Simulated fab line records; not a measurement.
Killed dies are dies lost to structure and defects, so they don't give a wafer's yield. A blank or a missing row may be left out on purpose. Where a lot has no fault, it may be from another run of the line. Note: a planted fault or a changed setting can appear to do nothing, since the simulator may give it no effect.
fab line records | flow gf180mcu
record: lots: 5 | wafers: 15 | last_day: 33
route steps=602 shown HV_LDD@227 NSD@235 PSD@248
lots untouched by any fault: they come from a run of this same line in which no faults occurred
start_h: hours from the record's first day to the start of the lot's first wafer shown | wait_h: hours from the lot's prior step to this one | " repeats the value in the row above | L1.1+2: several wafers, shown together as one row | - no value, or no start was given | * or withheld: withheld | < > ~ a bound
route shown NAME@n: a module of which the file shows steps, and the number in the route of the first | usual: mean/standard deviation of fault-free wafers | same: alike in all rows | chamber/n: place in a boat | sites: each site's reading | _std_site: the values' standard deviation | _edge_site: mean of outer sites minus mean of inner sites | radius_mm: for every site, how far away it sits from the centre of the wafer | mask NAME#n: copy n | behind: the most recent tool/chamber to have shaped the wafer | hold: why the lot went on hold/how many hours it stayed there/how the hold came to an end | device: names the non-switching transistor (n, p or np) | end of line: tests of these same wafers at the route's end | where a step has no rows: the recipe by itself | killed: not the wafer's yield, but the dies lost to structure and defects at the first sort | map: shows each die of a wafer: x if killed, . if not, _ if none is there
set.NAME: the setting that was run; set.NAME@STEP: the one run at that earlier step | model.NAME: the simulator's own value behind a step, which no gauge read
lots at some steps of the route; a table a step, a row a wafer
services: a tool's chamber out of use, with start hour (start_h, from the record's first day; less than 0 if before it), hours out, and reason
== steps ==
step: GF_HV_LDD_CLEAN_51
recipe: chemistry: SC1/SC2 | mix: 1:4:20 | temp_c: 70 | time_s: 150 | dry: n2_spin
step: GF_HV_LDD_RTA_52
recipe: temp_c: 1000 | time_s: 10 | ambient: N2
usual: chamber_o2_ppm: 1.996/0.024 | lamp_power_pct: 32.0/1.4 | wafer_temp_C_max: 1004.8/1.9
lot.wafer | tool          | chamber | start_h | wait_h | chamber_o2_ppm | lamp_power_pct | wafer_temp_C_max
L118.1    | rtp_anneal-02 | 0       | 291.89  | 0.0    | 1.957          | 33.4           | 1003.8
L118.2    | "             | 0       | "       | "      | 1.979          | 33.4           | 1004.6
L118.5    | "             | 0       | "       | "      | 1.973          | 33.4           | 1003.0
L119.2    | rtp_anneal-01 | 0       | 295.09  | 0.0    | 1.985          | 30.5           | 1005.3
L119.4    | "             | 0       | "       | "      | 2.015          | 30.5           | 1005.7
L119.5    | "             | 0       | "       | "      | 2.003          | 30.5           | 1008.0
L121.4    | rtp_anneal-01 | 0       | 313.41  | 0.0    | 1.989          | 30.6           | 1005.6
L121.5    | "             | 0       | "       | "      | 1.988          | 30.5           | 1007.0
L121.6    | "             | 0       | "       | "      | 1.959          | 30.5           | 1006.6
L126.1    | rtp_anneal-02 | 0       | 350.77  | 0.0    | 1.982          | 33.4           | 1004.9
L126.4    | "             | 0       | "       | "      | 1.997          | 33.3           | 1002.7
L126.6    | "             | 0       | "       | "      | 2.006          | 33.3           | 1002.8
L135.1    | rtp_anneal-01 | 0       | 415.19  | 0.0    | 2.006          | 30.5           | 1009.9
L135.2    | "             | 0       | "       | "      | 1.991          | 30.6           | 1005.9
L135.4    | "             | 0       | "       | "      | 1.980          | 30.6           | 1005.7
step: GF_HV_LDD_RS_MEAS_53
recipe: thk_meas_gauge: four-point-probe
usual: HV_LDD_RS: 418.2/0.87
lot.wafer | tool          | chamber | start_h | wait_h | HV_LDD_RS[ohm/sq]
L118.1    | film_metro-04 | -       | 291.96  | 0.1    | 419.5
L118.2    | "             | -       | "       | "      | 419.4
L118.5    | "             | -       | "       | "      | 417.6
L119.2    | film_metro-02 | -       | 295.17  | 0.1    | 417.2
L119.4    | "             | -       | "       | "      | 417.4
L119.5    | "             | -       | "       | "      | 416.9
L121.4    | film_metro-04 | -       | 313.50  | 0.1    | 418.1
L121.5    | "             | -       | "       | "      | 417.5
L121.6    | "             | -       | "       | "      | 416.6
L126.1    | film_metro-01 | -       | 350.84  | 0.1    | 419.1
L126.4    | "             | -       | "       | "      | 419.0
L126.6    | "             | -       | "       | "      | 418.0
L135.1    | film_metro-01 | -       | 415.25  | 0.1    | 419.6
L135.2    | "             | -       | "       | "      | 418.3
L135.4    | "             | -       | "       | "      | 419.0
step: GF_HV_LDD_CVD_54
recipe: material: SiO2 | target_thk_nm: 10 | precursor: TEOS | temp_c: 680 | time_s: 75 | pressure_mtorr: 400
step: GF_HV_LDD_THK_MEAS_55
recipe: reads: SiO2_of_HV_LDD_CVD_54
usual: HV_LDD_CVD_54_THK: 10.01/0.14
lot.wafer | tool          | chamber | start_h | wait_h | HV_LDD_CVD_54_THK[nm]
L118.1    | film_metro-01 | -       | 294.37  | 0.0    | 10.07
L118.2    | "             | -       | "       | "      | 10.01
L118.5    | "             | -       | "       | "      | 10.01
L119.2    | film_metro-04 | -       | 296.30  | 0.0    | 10.17
L119.4    | "             | -       | "       | "      | 10.14
L119.5    | "             | -       | "       | "      | 10.13
L121.4    | film_metro-04 | -       | 314.61  | 0.0    | 10.15
L121.5    | "             | -       | "       | "      | 10.11
L121.6    | "             | -       | "       | "      | 10.08
L126.1    | film_metro-01 | -       | 351.98  | 0.0    | 10.10
L126.4    | "             | -       | "       | "      | 9.99
L126.6    | "             | -       | "       | "      | 10.10
L135.1    | film_metro-01 | -       | 416.39  | 0.0    | 10.00
L135.2    | "             | -       | "       | "      | 9.93
L135.4    | "             | -       | "       | "      | 9.89
step: GF_HV_LDD_CVD_56
recipe: material: Si3N4 | precursor: DCS/NH3 | target_thk_nm: 90 | temp_c: 770 | time_s: 1543 | pressure_mtorr: 250
step: GF_HV_LDD_THK_MEAS_57
recipe: reads: Si3N4_of_HV_LDD_CVD_56
usual: HV_LDD_CVD_56_THK: 90.2/0.99
lot.wafer | tool          | chamber | start_h | wait_h | HV_LDD_CVD_56_THK[nm]
L118.1    | film_metro-02 | -       | 295.86  | 0.0    | 89.1
L118.2    | "             | -       | "       | "      | 89.4
L118.5    | "             | -       | "       | "      | 88.9
L119.2    | film_metro-01 | -       | 297.79  | 0.0    | 90.6
L119.4    | "             | -       | "       | "      | 90.5
L119.5    | "             | -       | "       | "      | 90.8
L121.4    | film_metro-02 | -       | 316.10  | 0.0    | 89.7
L121.5    | "             | -       | "       | "      | 89.5
L121.6    | "             | -       | "       | "      | 89.7
L126.1    | film_metro-04 | -       | 353.46  | 0.0    | 90.5
L126.4    | "             | -       | "       | "      | 90.4
L126.6    | "             | -       | "       | "      | 90.6
L135.1    | film_metro-01 | -       | 417.88  | 0.0    | 90.4
L135.2    | "             | -       | "       | "      | 90.4
L135.4    | "             | -       | "       | "      | 90.4
step: GF_HV_LDD_ETCHBACK_58
recipe: chemistry: CH3F/O2 | target: Si3N4 | stop_on: SiO2 | source_w: 400 | bias_w: 80 | pressure_mtorr: 25 | ch3f_flow_sccm: 40 | O2_flow_sccm: 30 | time_s: 100 | target_depth_a: 900
usual: bias_w: 79.94/0.24 | drypump_motor_current_A: 5.97/0.29 | oes_product_au: 0.844/0.0074 | throttle_valve_pct: 10.560/0.0087
lot.wafer | tool        | chamber | start_h | wait_h | bias_w | drypump_motor_current_A | oes_product_au | rf_hours_counter_h | throttle_valve_pct
L118.1    | rie_diel-01 | 2       | 295.92  | 0.1    | 80.10  | 6.16                    | 0.831          | 67                 | 10.569
L118.2    | "           | 3       | "       | "      | 80.16  | 6.34                    | 0.837          | 8                  | 10.563
L118.5    | "           | 1       | "       | "      | 80.11  | 6.11                    | 0.840          | -                  | 10.566
L119.2    | rie_diel-01 | 2       | 297.84  | 0.0    | 80.23  | 6.15                    | 0.847          | 67                 | 10.557
L119.4    | "           | 3       | "       | "      | 79.65  | 6.34                    | 0.843          | 8                  | 10.570
L119.5    | "           | 1       | "       | "      | 79.81  | 6.07                    | 0.841          | -                  | 10.551
L121.4    | rie_diel-02 | 0       | 316.13  | 0.0    | 80.07  | 6.04                    | 0.839          | 3                  | 10.567
L121.5    | "           | 3       | "       | "      | 79.70  | 5.97                    | 0.838          | -                  | 10.562
L121.6    | "           | 0       | "       | "      | 80.22  | 6.03                    | 0.844          | -                  | 10.565
L126.1    | rie_diel-02 | 2       | 353.52  | 0.1    | 80.32  | 5.57                    | 0.851          | 5                  | 10.546
L126.4    | "           | 1       | "       | "      | 79.88  | 5.91                    | 0.844          | -                  | 10.558
L126.6    | "           | 0       | "       | "      | 79.92  | 6.05                    | 0.851          | -                  | 10.571
L135.1    | rie_diel-02 | 2       | 417.94  | 0.1    | 80.11  | 5.62                    | 0.848          | 7                  | 10.571
L135.2    | "           | 0       | "       | "      | 79.44  | 6.04                    | 0.845          | 5                  | 10.558
L135.4    | "           | 3       | "       | "      | 79.81  | 5.97                    | 0.841          | 1                  | 10.567
step: GF_NSD_DEHYDRATE_00
recipe: temp_c: 200 | time_s: 60
step: GF_NSD_HMDS_01
recipe: prime_time_s: 60 | prime_temp_c: 120
step: GF_NSD_COAT_02
recipe: resist: NOVOLAK | spin_rpm: 3000 | resist_thk_nm: 1000
step: GF_NSD_SOFTBAKE_03
recipe: temp_c: 90 | time_s: 60 | resist: NOVOLAK
step: GF_NSD_EXPOSE_04
recipe: mask_id: Nplus | target_cd_nm: 400 | na: 0.6 | source_shape: conventional | sigma_outer: 0.6 | dose_mj: 140
usual: focus_offset_nm: -0.1/0.56
lot.wafer | tool             | chamber | start_h | wait_h | mask            | focus_offset_nm
L118.1    | iline_stepper-02 | 0       | 306.07  | -      | Nplus#0         | -0.1
L118.2    | "                | 0       | "       | "      | Nplus#0         | -0.4
L118.5    | "                | 0       | "       | "      | Nplus#0         | -0.2
L119.2    | iline_stepper-02 | 0       | 307.87  | -      | Nplus#0         | 0.4
L119.4    | "                | 0       | "       | "      | Nplus#0         | 0.1
L119.5    | "                | 0       | "       | "      | Nplus#0         | -0.7
L121.4    | iline_stepper-02 | 0       | 326.03  | -      | Pplus_HV_AREA#0 | 0.1
L121.5    | "                | 0       | "       | "      | Pplus_HV_AREA#0 | -1.3
L121.6    | "                | 0       | "       | "      | Pplus_HV_AREA#0 | -0.1
L126.1    | iline_stepper-02 | 0       | 364.04  | -      | Nplus#0         | 0.1
L126.4    | "                | 0       | "       | "      | Nplus#0         | -0.4
L126.6    | "                | 0       | "       | "      | Nplus#0         | 0.6
L135.1    | iline_stepper-02 | 0       | 430.28  | -      | Nplus#0         | -0.9
L135.2    | "                | 0       | "       | "      | Nplus#0         | -0.1
L135.4    | "                | 0       | "       | "      | Nplus#0         | -1.3
step: GF_NSD_PEB_05
recipe: temp_c: withheld | time_s: * | resist: NOVOLAK
step: GF_NSD_DEVELOP_06
recipe: develop_time_s: 60 | dev_temp_c: 23
step: GF_NSD_CD_MEAS_07
recipe: target_cd_nm: 400
usual: cd_nm: 400.0/1.9
lot.wafer | tool      | chamber | start_h | wait_h | cd_nm
L118.1    | cd_sem-02 | -       | 316.71  | 0.1    | 401.8
L118.2    | "         | -       | "       | "      | 402.6
L118.5    | "         | -       | "       | "      | 403.5
L119.2    | cd_sem-02 | -       | 318.28  | 0.1    | 403.0
L119.4    | "         | -       | "       | "      | 402.2
L119.5    | "         | -       | "       | "      | 401.3
L121.4    | cd_sem-01 | -       | 336.63  | 0.1    | -
L121.5    | "         | -       | "       | "      | -
L121.6    | "         | -       | "       | "      | -
L126.1    | cd_sem-01 | -       | 374.67  | 0.1    | 399.6
L126.4    | "         | -       | "       | "      | 398.8
L126.6    | "         | -       | "       | "      | 400.4
L135.1    | cd_sem-01 | -       | 441.95  | 0.1    | 402.2
L135.2    | "         | -       | "       | "      | 404.9
L135.4    | "         | -       | "       | "      | 401.5
step: GF_NSD_OVL_MEAS_08
usual: NSD_OVL: 0.2/1.3
lot.wafer | tool       | chamber | start_h | wait_h | NSD_OVL[nm]
L118.1    | overlay-02 | -       | 316.83  | 0.1    | 0.3
L118.2    | "          | -       | "       | "      | -0.7
L118.5    | "          | -       | "       | "      | 1.3
L119.2    | overlay-01 | -       | 318.38  | 0.1    | 3.8
L119.4    | "          | -       | "       | "      | 2.0
L119.5    | "          | -       | "       | "      | 2.0
L121.4    | overlay-02 | -       | 336.71  | 0.1    | -
L121.5    | "          | -       | "       | "      | -
L121.6    | "          | -       | "       | "      | -
L126.1    | overlay-01 | -       | 374.79  | 0.1    | 1.7
L126.4    | "          | -       | "       | "      | 1.3
L126.6    | "          | -       | "       | "      | 0.7
L135.1    | overlay-01 | -       | 442.07  | 0.1    | 2.8
L135.2    | "          | -       | "       | "      | 1.3
L135.4    | "          | -       | "       | "      | 2.9
step: GF_NSD_IMPLANT_09
recipe: species: As | energy_kev: 60 | dose_cm2: 4e+15 | tilt_deg: 7
step: GF_NSD_IMPLANT_10
recipe: species: P | energy_kev: 40 | dose_cm2: 5e+14 | tilt_deg: 7
step: GF_NSD_STRIP_11
recipe: chemistry: O2/N2 | power_w: 1400 | pressure_mtorr: 1500 | platen_temp_c: 250 | o2_flow_sccm: 3000 | n2_flow_sccm: 300 | overash_fraction: 0.5
usual: drypump_motor_current_A: 5.8/0.35 | heater_power_w: 309/34 | oes_product_au: 0.487/0.0047 | strip_time_to_endpoint_s: 22.96/0.034
lot.wafer | tool            | chamber | start_h | wait_h | drypump_motor_current_A | heater_power_w | oes_product_au | rf_hours_counter_h | strip_time_to_endpoint_s
L118.1    | plasma_asher-04 | 1       | 317.16  | 0.1    | 5.9                     | 344            | 0.491          | 21                 | 22.97
L118.2    | "               | 0       | "       | "      | 6.0                     | 331            | 0.481          | 21                 | 22.93
L118.5    | "               | 0       | "       | "      | 6.0                     | 358            | 0.484          | -                  | 22.92
L119.2    | plasma_asher-03 | 0       | 318.71  | 0.1    | 6.2                     | 261            | 0.484          | 66                 | 22.93
L119.4    | "               | 0       | "       | "      | 6.2                     | 262            | 0.488          | -                  | 22.92
L119.5    | "               | 0       | "       | "      | 6.2                     | 267            | 0.489          | -                  | 22.92
L121.4    | plasma_asher-02 | 0       | 337.06  | 0.1    | 5.8                     | 364            | 0.487          | -                  | 22.93
L121.5    | "               | 0       | "       | "      | 5.8                     | 358            | 0.490          | -                  | 22.95
L121.6    | "               | 1       | "       | "      | 5.7                     | 317            | 0.485          | -                  | 22.92
L126.1    | plasma_asher-04 | 1       | 375.12  | 0.1    | 5.9                     | 348            | 0.489          | 27                 | 22.95
L126.4    | "               | 0       | "       | "      | 6.0                     | 344            | 0.477          | -                  | 22.95
L126.6    | "               | 0       | "       | "      | 6.0                     | 342            | 0.484          | -                  | 22.96
L135.1    | plasma_asher-03 | 0       | 442.41  | 0.1    | 6.2                     | 265            | 0.489          | 1                  | 22.93
L135.2    | "               | 1       | "       | "      | 5.3                     | 309            | 0.488          | 1                  | 22.97
L135.4    | "               | 0       | "       | "      | 6.2                     | 275            | 0.486          | -                  | 22.94
step: GF_NSD_TW_MEAS_12
usual: NSD_TW: 4212/31
lot.wafer | tool          | chamber | start_h | wait_h | NSD_TW
L118.1    | film_metro-03 | -       | 317.26  | 0.1    | 4230
L118.2    | "             | -       | "       | "      | 4253
L118.5    | "             | -       | "       | "      | 4247
L119.2    | film_metro-03 | -       | 318.82  | 0.1    | 4246
L119.4    | "             | -       | "       | "      | 4217
L119.5    | "             | -       | "       | "      | 4225
L121.4    | film_metro-03 | -       | 337.15  | 0.1    | 30
L121.5    | "             | -       | "       | "      | 30
L121.6    | "             | -       | "       | "      | 30
L126.1    | film_metro-03 | -       | 375.22  | 0.1    | 4259
L126.4    | "             | -       | "       | "      | 4243
L126.6    | "             | -       | "       | "      | 4244
L135.1    | film_metro-02 | -       | 442.51  | 0.1    | 4193
L135.2    | "             | -       | "       | "      | 4210
L135.4    | "             | -       | "       | "      | 4227
step: GF_PSD_DEHYDRATE_00
recipe: temp_c: 200 | time_s: 60
== services ==
tool             | chamber | start_h | hours | kind
rie_diel-02      | -       | 268.60  | 1.0   | repair
iline_stepper-02 | -       | 270.53  | 1.7   | pm
rie_diel-01      | 3       | 336.44  | 2.8   | repair
rie_diel-02      | 3       | 346.67  | -     | clean
rie_diel-02      | 3       | 346.67  | 23.1  | scheduled_down
rie_diel-02      | 3       | 346.67  | 23.1  | vent_cycle
rie_diel-02      | 3       | 388.75  | 2.9   | repair
rie_diel-01      | 1       | 390.33  | 8.8   | repair
iline_stepper-02 | 0       | 393.22  | -     | calibration
rie_diel-02      | 2       | 408.10  | 1.5   | repair
plasma_asher-03  | -       | 421.25  | 9.0   | pm
plasma_asher-03  | 0       | 421.25  | 9.0   | vent_cycle
plasma_asher-03  | 1       | 421.25  | 9.0   | vent_cycle
plasma_asher-03  | 0       | 430.25  | -     | clean
plasma_asher-03  | 1       | 430.25  | -     | clean
plasma_asher-04  | -       | 434.84  | 2.8   | pm
rie_diel-01      | 0       | 437.44  | 2.5   | repair
== key ==
first_sign: step: GF_NSD_EXPOSE_04 | reading: mask | direction: changed
effect: step: GF_NSD_CD_MEAS_07 | reading: cd_nm | direction: missing
effect: step: GF_NSD_OVL_MEAS_08 | reading: NSD_OVL | direction: missing
effect: step: GF_NSD_TW_MEAS_12 | reading: NSD_TW | direction: down | sigmas: 99+ | usual: 4212 | struck: 30
met_at GF_NSD_EXPOSE_04
struck_wafers L121.4,L121.5,L121.6
sort_left_out L121.4,L121.5,L121.6
tester_left_out L121
onset_between 307.87 326.03
fault: kind: wrong_mask | tool: any | chamber: - | onset_h: 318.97 | steps: GF_NSD_EXPOSE_04 | aux_copy: Pplus_HV_AREA#0 | scope: struck_lots_only
tester_left_out: of these lots the tester's yield and bins aren't shown, on N5 and GAA mostly nor the transistor test; their killed dies are dies lost to structure and defects alone, not to doping, threshold or leakage, so they don't give the yield
sort_left_out: the simulated sort isn't trusted on such a fault, so these wafers' sort isn't shown, and their yield isn't known
